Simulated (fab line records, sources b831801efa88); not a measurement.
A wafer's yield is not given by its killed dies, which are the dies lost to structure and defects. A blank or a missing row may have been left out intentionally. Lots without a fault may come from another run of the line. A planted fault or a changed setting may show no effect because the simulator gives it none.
Lot-split experiment -- flow gf180mcu -- 5 lots, 23 wafers read, on a route of 602 steps

== THE SPLIT ==
At GF_M3_SPUTTER_00 (material Ti, target thk 37.5 nm, time 150 s), the setting chamber pressure pa was moved away from the recipe's 2 Pa on 20 of the 23 wafers read, by -13.6% to +13.1%. The other wafers ran this setting at the recipe's value.

The reading comes from the split's own step.

== THE READING ==
Ti_of_M3_SPUTTER_00.thk nm (the simulator's own value, which no gauge read), in nm, at GF_M3_SPUTTER_00 (material Ti, target thk 37.5 nm, time 150 s). No usual value for it is given in the file. Here, 3 wafers ran the recipe; their average is 36.96 nm with a standard deviation of 0.12 nm.

wafer,"tool, chamber at the split","chamber pressure pa as run, Pa",against the recipe,"Ti_of_M3_SPUTTER_00.thk nm, nm",against lot-mates on the recipe
L074.1,"pvd sputter-02, -",2.262,+13.1%,34.86,no lot-mate on the recipe
L074.2,"pvd sputter-02, -",2.262,+13.1%,35.14,no lot-mate on the recipe
L074.4,"pvd sputter-02, -",2.262,+13.1%,35.6,no lot-mate on the recipe
L074.5,"pvd sputter-02, -",2.262,+13.1%,34.81,no lot-mate on the recipe
L074.6,"pvd sputter-02, -",2.262,+13.1%,34.97,no lot-mate on the recipe
L075.1,"pvd sputter-01, -",1.883,-5.8%,38.5,no lot-mate on the recipe
L075.3,"pvd sputter-01, -",1.883,-5.8%,38.24,no lot-mate on the recipe
L075.4,"pvd sputter-01, -",1.883,-5.8%,38.34,no lot-mate on the recipe
L075.5,"pvd sputter-01, -",1.883,-5.8%,38.46,no lot-mate on the recipe
L075.6,"pvd sputter-01, -",1.883,-5.8%,38.55,no lot-mate on the recipe
L082.1,"pvd sputter-01, -",1.728,-13.6%,40.53,no lot-mate on the recipe
L082.2,"pvd sputter-01, -",1.728,-13.6%,40.85,no lot-mate on the recipe
L082.3,"pvd sputter-01, -",1.728,-13.6%,40.33,no lot-mate on the recipe
L082.5,"pvd sputter-01, -",1.728,-13.6%,40.88,no lot-mate on the recipe
L082.6,"pvd sputter-01, -",1.728,-13.6%,40.79,no lot-mate on the recipe
L083.2,"pvd sputter-02, -",2.261,+13.1%,34.82,no lot-mate on the recipe
L083.3,"pvd sputter-02, -",2.261,+13.1%,34.46,no lot-mate on the recipe
L083.4,"pvd sputter-02, -",2.261,+13.1%,34.69,no lot-mate on the recipe
L083.5,"pvd sputter-02, -",2.261,+13.1%,34.21,no lot-mate on the recipe
L083.6,"pvd sputter-02, -",2.261,+13.1%,34.98,no lot-mate on the recipe
L084.1,"pvd sputter-01, -",2,recipe,36.81,-
L084.2,"pvd sputter-01, -",2,recipe,37.1,-
L084.4,"pvd sputter-01, -",2,recipe,36.96,-

THE FIT
A straight line over all 23 wafers: Ti_of_M3_SPUTTER_00.thk nm changes by -0.21 nm for each +1% of chamber pressure pa; r = -0.99; the points scatter about the line by 0.41 nm.
Too few moved wafers have a lot-mate on the recipe to fit a line with each lot's own level taken away.

== FILE'S OWN FIT ==
Ti_of_M3_SPUTTER_00.thk nm changes by -0.21 nm for each +1% of chamber pressure pa, r = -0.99.
